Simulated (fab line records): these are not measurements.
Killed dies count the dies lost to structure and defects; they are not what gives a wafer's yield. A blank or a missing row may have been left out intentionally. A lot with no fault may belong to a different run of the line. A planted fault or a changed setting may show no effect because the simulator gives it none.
fab line records	flow gf180mcu
record lots=6	wafers=18	last_day=34
route steps=602 shown V1@359 M2@362
lots untouched by any fault: they come from a run of this same line in which no faults occurred
start_h: the number of hours between the record's first day and the start of the first shown wafer of the lot	wait_h: hours elapsed since this lot's preceding step	" the same as in the row above	L1.1+2: a single row standing in for several wafers	- either no value or no given start	* or withheld: withheld	< > ~ a bound
route shown NAME@n: NAME is a module with steps in the file, n the number in the route of the first one	usual: mean/standard deviation taken from wafers without a fault	same: alike in all rows	chamber/n: place in a boat	sites: per-site readings	_std_site: the values' standard deviation	_edge_site: outer sites' mean less inner sites'	radius_mm: for every site, how far away it sits from the centre of the wafer	mask NAME#n: copy n	behind: the last tool/chamber to shape the wafer	hold: why the lot was held/for how many hours/how that ended	device: which transistor (n, p or np) failed to switch	end of line: at the end of the route, the tests of the same wafers	step lacking rows: just its recipe	killed: dies that structure and defects cost at the first sort, which is not the same as the wafer's yield	map: the dies of a wafer, with x for killed, . for not killed, _ for no die there
set.NAME: the setting that was run; set.NAME@STEP: the one run at that earlier step	model.NAME: the simulator's own value behind a step, which no gauge read
a table for each step, a row for each wafer; lots at some steps of the route
services: from which hour (start_h, from the record's first day; less than 0 if before it) a tool's chamber was out of use, for how many hours, and why
## steps
# step GF_V1_RS_MEAS_24
# recipe thk_meas_gauge=four-point-probe	reads=W_of_V1_CVD_23+TiN_of_V1_SPUTTER_22+Ti_of_V1_SPUTTER_21
# usual V1_W_RS=0.330/0.0035
lot.wafer	tool	chamber	start_h	wait_h	V1_W_RS[ohm/sq]
L349.2	film_metro-04	-	421.05	0.2	0.327
L349.3	"	-	"	"	0.331
L349.4	"	-	"	"	0.324
L359.2	film_metro-04	-	500.42	0.1	0.332
L359.5	"	-	"	"	0.328
L359.6	"	-	"	"	0.334
L360.2	film_metro-01	-	514.28	0.1	0.330
L360.3	"	-	"	"	0.331
L360.6	"	-	"	"	0.327
L366.2	film_metro-04	-	561.73	0.1	0.326
L366.3	"	-	"	"	0.324
L366.4	"	-	"	"	0.334
L369.2	film_metro-01	-	582.08	0.1	0.326
L369.3	"	-	"	"	0.335
L369.5	"	-	"	"	0.331
L372.1	film_metro-01	-	602.36	0.1	0.337
L372.2	"	-	"	"	0.328
L372.6	"	-	"	"	0.333
# step GF_V1_THK_MEAS_25
# recipe thk_meas_gauge=xrf	reads=W_of_V1_CVD_23
# usual V1_W_THK=356/6.4
lot.wafer	tool	chamber	start_h	wait_h	V1_W_THK[nm]
L349.2	film_metro-04	-	421.16	0.1	355
L349.3	"	-	"	"	351
L349.4	"	-	"	"	359
L359.2	film_metro-04	-	500.53	0.1	348
L359.5	"	-	"	"	351
L359.6	"	-	"	"	348
L360.2	film_metro-01	-	514.39	0.1	358
L360.3	"	-	"	"	360
L360.6	"	-	"	"	361
L366.2	film_metro-04	-	561.84	0.1	357
L366.3	"	-	"	"	354
L366.4	"	-	"	"	343
L369.2	film_metro-01	-	582.19	0.1	364
L369.3	"	-	"	"	352
L369.5	"	-	"	"	357
L372.1	film_metro-01	-	602.48	0.1	353
L372.2	"	-	"	"	361
L372.6	"	-	"	"	356
# step GF_V1_CMP_26
# recipe stop_on=SiO2	down_force_psi=3.5	platen_rpm=60	t_overpolish_s=15	target_thk_nm=0	pad_velocity_m_s=0.94248
# usual motor_current_A=11.4/1.2	overpolish_run_s=15.000/0.0096	time_to_endpoint_s=85/5
lot.wafer	tool	chamber	start_h	wait_h	motor_current_A	overpolish_run_s	time_to_endpoint_s
L349.3	cmp-01	0	421.21	0.0	10.2	14.997	82
L349.2	"	2	"	"	12.0	15.015	93
L349.4	"	3	"	"	10.7	15.007	89
L359.2	cmp-01	2	500.68	0.1	12.1	15.015	94
L359.5	"	0	"	"	10.9	14.997	84
L359.6	"	1	"	"	10.7	14.998	84
L360.2	cmp-02	3	514.44	0.0	11.8	14.995	83
L360.3	"	1	"	"	13.9	14.997	81
L360.6	"	0	"	"	12.0	14.984	90
L366.4	cmp-01	2	561.89	0.0	12.2	15.005	88
L366.3	"	3	"	"	10.7	14.995	82
L366.2	"	1	"	"	10.3	15.001	82
L369.2	cmp-01	1	582.29	0.1	10.1	15.005	80
L369.3	"	3	"	"	9.7	15.012	80
L369.5	"	0	"	"	9.9	14.991	79
L372.1	cmp-01	1	602.64	0.1	10.0	15.014	82
L372.2	"	2	"	"	12.2	14.990	91
L372.6	"	3	"	"	10.4	14.995	88
# step GF_M2_SPUTTER_00
# recipe material=Ti	target_thk_nm=37.5	arriving_ion_energy_ev=80	substrate_temp_c=200	chamber_pressure_pa=2	power_w=4000	time_s=150
# usual cathode_dc_power_W=4000.0/0.73	throttle_valve_pct=30.4/0.77
lot.wafer	tool	chamber	start_h	wait_h	cathode_dc_power_W	throttle_valve_pct
L349.2	pvd_sputter-02	-	421.51	0.1	4000.2	30.6
L349.3	"	-	"	"	4000.7	30.8
L349.4	"	-	"	"	4000.4	31.6
L359.2	pvd_sputter-04	-	500.88	0.1	3999.4	30.3
L359.5	"	-	"	"	4000.0	30.2
L359.6	"	-	"	"	4000.9	28.8
L360.2	pvd_sputter-04	-	514.74	0.2	3999.4	30.9
L360.3	"	-	"	"	4000.5	28.9
L360.6	"	-	"	"	3999.8	30.8
L366.2	pvd_sputter-01	-	562.19	0.1	3999.5	31.2
L366.3	"	-	"	"	4000.1	30.2
L366.4	"	-	"	"	3999.5	30.1
L369.2	pvd_sputter-02	-	582.54	0.2	4000.6	30.7
L369.3	"	-	"	"	4000.8	30.6
L369.5	"	-	"	"	3999.2	31.4
L372.1	pvd_sputter-04	-	602.84	0.1	4000.5	30.7
L372.2	"	-	"	"	4000.6	28.7
L372.6	"	-	"	"	3999.2	30.4
# step GF_M2_SPUTTER_01
# recipe material=TiN	target_thk_nm=30	power_w=6500	time_s=25	chamber_pressure_pa=0.4
# usual cathode_dc_power_W=6499.9/1.2	throttle_valve_pct=30.4/0.76
lot.wafer	tool	chamber	start_h	wait_h	cathode_dc_power_W	throttle_valve_pct
L349.2	pvd_sputter-02	-	421.61	0.1	6501.2	30.5
L349.3	"	-	"	"	6499.6	30.8
L349.4	"	-	"	"	6498.9	31.3
L359.2	pvd_sputter-04	-	500.98	0.1	6498.0	30.5
L359.5	"	-	"	"	6501.3	30.0
L359.6	"	-	"	"	6499.9	28.9
L360.2	pvd_sputter-04	-	514.84	0.1	6502.4	30.6
L360.3	"	-	"	"	6498.5	28.6
L360.6	"	-	"	"	6499.5	30.9
L366.2	pvd_sputter-01	-	562.29	0.1	6499.6	31.3
L366.3	"	-	"	"	6501.1	30.3
L366.4	"	-	"	"	6500.0	29.9
L369.2	pvd_sputter-02	-	582.64	0.1	6501.6	30.6
L369.3	"	-	"	"	6498.2	30.4
L369.5	"	-	"	"	6500.6	31.4
L372.1	pvd_sputter-04	-	602.94	0.1	6501.2	30.7
L372.2	"	-	"	"	6499.6	28.9
L372.6	"	-	"	"	6499.4	30.4
# step GF_M2_SPUTTER_02
# recipe material=AlCu	target_thk_nm=450	power_w=10600	time_s=23.9	chamber_pressure_pa=0.4
# usual cathode_dc_power_W=10600/1.9	throttle_valve_pct=30.3/0.79
lot.wafer	tool	chamber	start_h	wait_h	cathode_dc_power_W	throttle_valve_pct
L349.2	pvd_sputter-02	-	421.64	0.0	10599	31.0
L349.3	"	-	"	"	10600	30.8
L349.4	"	-	"	"	10602	31.2
L359.2	pvd_sputter-04	-	501.01	0.0	10600	30.5
L359.5	"	-	"	"	10600	30.0
L359.6	"	-	"	"	10600	28.8
L360.2	pvd_sputter-04	-	514.87	0.0	10601	30.8
L360.3	"	-	"	"	10597	28.9
L360.6	"	-	"	"	10600	30.9
L366.2	pvd_sputter-01	-	562.32	0.0	10596	31.2
L366.3	"	-	"	"	10598	30.1
L366.4	"	-	"	"	10599	29.8
L369.2	pvd_sputter-02	-	582.67	0.0	10598	30.9
L369.3	"	-	"	"	10601	30.4
L369.5	"	-	"	"	10596	31.4
L372.1	pvd_sputter-04	-	602.97	0.0	10597	31.0
L372.2	"	-	"	"	10600	28.9
L372.6	"	-	"	"	10597	30.5
# step GF_M2_SPUTTER_03
# recipe material=Ti	target_thk_nm=10	substrate_temp_c=300	chamber_pressure_pa=0.3	power_w=3000	time_s=6.7
# usual cathode_dc_power_W=3000.1/0.5	throttle_valve_pct=30.4/0.79
lot.wafer	tool	chamber	start_h	wait_h	cathode_dc_power_W	throttle_valve_pct
L349.2	pvd_sputter-02	-	421.67	0.0	3000.0	31.0
L349.3	"	-	"	"	2999.6	30.8
L349.4	"	-	"	"	2999.8	31.2
L359.2	pvd_sputter-04	-	501.04	0.0	3000.3	30.5
L359.5	"	-	"	"	3000.0	30.1
L359.6	"	-	"	"	3001.1	28.9
L360.2	pvd_sputter-04	-	514.90	0.0	3000.6	30.9
L360.3	"	-	"	"	3000.7	28.7
L360.6	"	-	"	"	3000.6	30.9
L366.2	pvd_sputter-01	-	562.35	0.0	2999.5	31.3
L366.3	"	-	"	"	3000.2	30.6
L366.4	"	-	"	"	3001.2	29.5
L369.2	pvd_sputter-02	-	582.70	0.0	2999.6	31.0
L369.3	"	-	"	"	3000.7	30.5
L369.5	"	-	"	"	2999.6	31.6
L372.1	pvd_sputter-04	-	603.00	0.0	2999.6	30.7
L372.2	"	-	"	"	2998.9	28.8
L372.6	"	-	"	"	2999.6	30.4
# step GF_M2_SPUTTER_04
# recipe material=TiN	target_thk_nm=50	power_w=6500	time_s=41.7	chamber_pressure_pa=0.4
# step GF_M2_RS_MEAS_05
# recipe thk_meas_gauge=four-point-probe	reads=TiN_of_M2_SPUTTER_04+Ti_of_M2_SPUTTER_03+AlCu_of_M2_SPUTTER_02+TiN_of_M2_SPUTTER_01+Ti_of_M2_SPUTTER_00
# usual M2_ALCU_RS=0.0693/0.00091
lot.wafer	tool	chamber	start_h	wait_h	M2_ALCU_RS[ohm/sq]
L349.2	film_metro-01	-	421.75	0.0	0.0703
L349.3	"	-	"	"	0.0708
L349.4	"	-	"	"	0.0706
L359.2	film_metro-04	-	501.12	0.0	0.0697
L359.5	"	-	"	"	0.0691
L359.6	"	-	"	"	0.0691
L360.2	film_metro-01	-	514.98	0.0	0.0679
L360.3	"	-	"	"	0.0683
L360.6	"	-	"	"	0.0683
L366.2	film_metro-01	-	562.43	0.0	0.0678
L366.3	"	-	"	"	0.0701
L366.4	"	-	"	"	0.0688
L369.2	film_metro-01	-	582.78	0.0	0.0700
L369.3	"	-	"	"	0.0689
L369.5	"	-	"	"	0.0699
L372.1	film_metro-02	-	603.06	0.0	0.0699
L372.2	"	-	"	"	0.0699
L372.6	"	-	"	"	0.0690
# step GF_M2_THK_MEAS_06
# recipe thk_meas_gauge=xrf	reads=AlCu_of_M2_SPUTTER_02
# usual M2_ALCU_THK=453/5.6
lot.wafer	tool	chamber	start_h	wait_h	M2_ALCU_THK[nm]
L349.2	film_metro-01	-	421.86	0.1	449
L349.3	"	-	"	"	446
L349.4	"	-	"	"	445
L359.2	film_metro-04	-	501.23	0.1	453
L359.5	"	-	"	"	457
L359.6	"	-	"	"	459
L360.2	film_metro-01	-	515.09	0.1	463
L360.3	"	-	"	"	460
L360.6	"	-	"	"	461
L366.2	film_metro-01	-	562.54	0.1	464
L366.3	"	-	"	"	447
L366.4	"	-	"	"	452
L369.2	film_metro-01	-	582.89	0.1	451
L369.3	"	-	"	"	453
L369.5	"	-	"	"	449
L372.1	film_metro-02	-	603.18	0.1	451
L372.2	"	-	"	"	449
L372.6	"	-	"	"	454
# step GF_M2_DEHYDRATE_07
# recipe temp_c=200	time_s=60
# step GF_M2_HMDS_08
# recipe prime_time_s=60	prime_temp_c=120
# step GF_M2_COAT_09
# recipe resist=KrF	spin_rpm=withheld	resist_thk_nm=1000
# usual dispense_pressure_kPa=56.2/2.4
lot.wafer	tool	chamber	start_h	wait_h	dispense_pressure_kPa	model.KrF_of_M2_COAT_09.thk_nm
L349.2	litho_track-04	0	433.58	0.1	51.5	995.4
L349.3	"	0	"	"	51.5	995.9
L349.4	"	0	"	"	51.5	995.8
L359.2	litho_track-03	0	513.07	0.1	57.9	997.3
L359.5	"	0	"	"	57.8	1003
L359.6	"	0	"	"	57.9	1022
L360.2	litho_track-03	0	526.12	0.1	57.9	998.7
L360.3	"	0	"	"	57.9	1002
L360.6	"	0	"	"	57.9	1020
L366.2	litho_track-01	0	572.80	0.1	56.8	999.5
L366.3	"	0	"	"	56.8	1001
L366.4	"	0	"	"	56.8	997.4
L369.2	litho_track-03	0	593.11	0.1	57.9	1004
L369.3	"	0	"	"	57.9	1005
L369.5	"	0	"	"	57.9	1008
L372.1	litho_track-01	0	613.77	0.1	56.8	998.8
L372.2	"	0	"	"	56.7	1003
L372.6	"	0	"	"	56.8	997.1
# step GF_M2_SOFTBAKE_10
# recipe temp_c=130	time_s=60	resist=KrF
# step GF_M2_EXPOSE_11
# recipe mask_id=Metal2	target_cd_nm=280	na=0.68	source_shape=conventional	sigma_outer=0.6	dose_mj=28
# step GF_M2_PEB_12
# recipe peb_temp_c=135	peb_time_s=90	resist=KrF
# step GF_M2_DEVELOP_13
# recipe develop_time_s=60	dev_temp_c=21
# step GF_M2_CD_MEAS_14
# recipe target_cd_nm=280
# usual cd_nm=280.0/1.2
lot.wafer	tool	chamber	start_h	wait_h	cd_nm
L349.2	cd_sem-01	-	446.21	0.1	280.5
L349.3	"	-	"	"	280.4
L349.4	"	-	"	"	279.9
L359.2	cd_sem-01	-	524.60	0.1	279.4
L359.5	"	-	"	"	280.1
L359.6	"	-	"	"	280.4
L360.2	cd_sem-02	-	537.56	0.1	278.7
L360.3	"	-	"	"	280.9
L360.6	"	-	"	"	281.3
L366.2	cd_sem-01	-	583.43	0.1	281.5
L366.3	"	-	"	"	281.6
L366.4	"	-	"	"	281.3
L369.2	cd_sem-01	-	603.48	0.1	281.0
L369.3	"	-	"	"	280.1
L369.5	"	-	"	"	279.7
L372.1	cd_sem-01	-	624.41	0.1	278.8
L372.2	"	-	"	"	279.0
L372.6	"	-	"	"	277.3
# step GF_M2_OVL_MEAS_15
# usual M2_OVL=-4/4.7
lot.wafer	tool	chamber	start_h	wait_h	M2_OVL[nm]
L349.2	overlay-02	-	446.32	0.1	-10
L349.3	"	-	"	"	-6
L349.4	"	-	"	"	-9
L359.2	overlay-02	-	524.70	0.1	-8
L359.5	"	-	"	"	-2
L359.6	"	-	"	"	-6
L360.2	overlay-01	-	537.67	0.1	-6
L360.3	"	-	"	"	3
L360.6	"	-	"	"	-7
L366.2	overlay-02	-	583.53	0.1	-2
L366.3	"	-	"	"	-8
L366.4	"	-	"	"	-3
L369.2	overlay-01	-	603.58	0.1	-8
L369.3	"	-	"	"	7
L369.5	"	-	"	"	0
L372.1	overlay-01	-	624.53	0.1	0
L372.2	"	-	"	"	0
L372.6	"	-	"	"	1
# step GF_M2_METAL_ETCH_16
# recipe chemistry=Cl2/BCl3	mask_material=KrF	target_depth_nm=750.8	stop_on=SiO2	pressure_mtorr=8	icp_w=800	bias_w=140	Cl2_flow_sccm=80	bcl3_flow_sccm=40	time_s=125.1
# usual drypump_motor_current_A=5.65/0.26	he_backside_leak_sccm=3.3/0.35	oes_product_au=0.990/0.0073	throttle_valve_pct=28.230/0.01
lot.wafer	tool	chamber	start_h	wait_h	drypump_motor_current_A	he_backside_leak_sccm	oes_product_au	rf_hours_counter_h	throttle_valve_pct	model.KrF_of_M2_COAT_09.thk_nm
L349.2	rie_metal-01	1	446.35	0.0	5.88	3.0	0.992	9	28.243	677.1
L349.3	"	0	"	"	5.25	3.5	0.979	-	28.255	688.1
L349.4	"	1	"	"	5.88	3.2	1.004	-	28.218	674.6
L359.2	rie_metal-01	1	524.73	0.0	5.90	3.1	0.998	11	28.228	676
L359.5	"	0	"	"	5.25	3.6	0.980	-	28.237	697.8
L359.6	"	1	"	"	5.89	3.1	0.998	-	28.223	699.1
L360.2	rie_metal-01	0	537.70	0.0	5.29	3.6	0.977	10	28.239	694.9
L360.3	"	0	"	"	5.27	3.6	0.973	-	28.244	698.7
L360.6	"	1	"	"	5.89	2.9	0.989	-	28.226	697.6
L366.2	rie_metal-04	0	583.56	0.0	5.62	3.2	0.991	5	28.215	675.6
L366.3	"	1	"	"	5.88	3.4	0.991	-	28.225	681.9
L366.4	"	0	"	"	5.65	3.2	0.990	-	28.220	673.8
L369.2	rie_metal-03	0	603.61	0.0	5.96	3.1	0.990	7	28.227	683.7
L369.3	"	1	"	"	5.57	3.1	0.990	-	28.229	685.2
L369.5	"	1	"	"	5.55	3.1	0.997	-	28.216	690.3
L372.1	rie_metal-01	0	624.56	0.0	5.25	3.5	0.979	13	28.240	693.3
L372.2	"	0	"	"	5.25	3.4	0.969	-	28.250	696.9
L372.6	"	0	"	"	5.27	3.4	0.987	-	28.221	688.9
# step GF_M2_STRIP_17
# recipe chemistry=O2/N2	power_w=1400	pressure_mtorr=1500	platen_temp_c=250	o2_flow_sccm=3000	n2_flow_sccm=300	overash_fraction=0.5
## services
tool	chamber	start_h	hours	kind
cmp-01	-	404.08	4.0	pm
cmp-02	-	411.10	0.8	repair
cmp-02	-	423.41	1.8	repair
rie_metal-04	-	425.58	2.8	pm
rie_metal-03	-	428.38	0.1	repair
rie_metal-03	1	430.25	1.0	repair
pvd_sputter-02	-	446.56	8.1	repair
rie_metal-01	-	448.54	1.4	pm
cmp-02	-	451.15	1.5	repair
rie_metal-03	-	456.57	14.6	pm
cmp-01	-	458.54	0.6	repair
cmp-01	-	461.79	1.3	repair
cmp-02	-	466.76	0.7	repair
rie_metal-04	0	467.16	2.0	repair
cmp-02	-	468.67	0.9	repair
cmp-02	-	481.50	7.1	pm
pvd_sputter-02	-	499.35	2.1	repair
cmp-01	-	526.26	4.3	pm
pvd_sputter-01	-	533.81	3.8	repair
pvd_sputter-02	-	543.45	4.4	repair
pvd_sputter-04	-	548.52	0.6	repair
rie_metal-01	-	577.41	14.6	pm
pvd_sputter-04	-	583.50	3.4	repair
pvd_sputter-04	-	614.11	9.4	repair
## key
first_sign none at tools or gauges
model_effect step=GF_M2_COAT_09	value=KrF_of_M2_COAT_09.thk_nm	without=1001	struck=1021
model_effect step=GF_M2_METAL_ETCH_16	value=KrF_of_M2_COAT_09.thk_nm	without=678	struck=698.4
met_at GF_M2_COAT_09
struck_wafers L359.6,L360.6
fault kind=process_parameter_drift	tool=litho_track-03	chamber=-	onset_h=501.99	steps=GF_M2_COAT_09	channel=resist_thk_nm	offset=*	shape=step	end_h=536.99	scope=struck_wafers_only	acts_in=*	stated=*
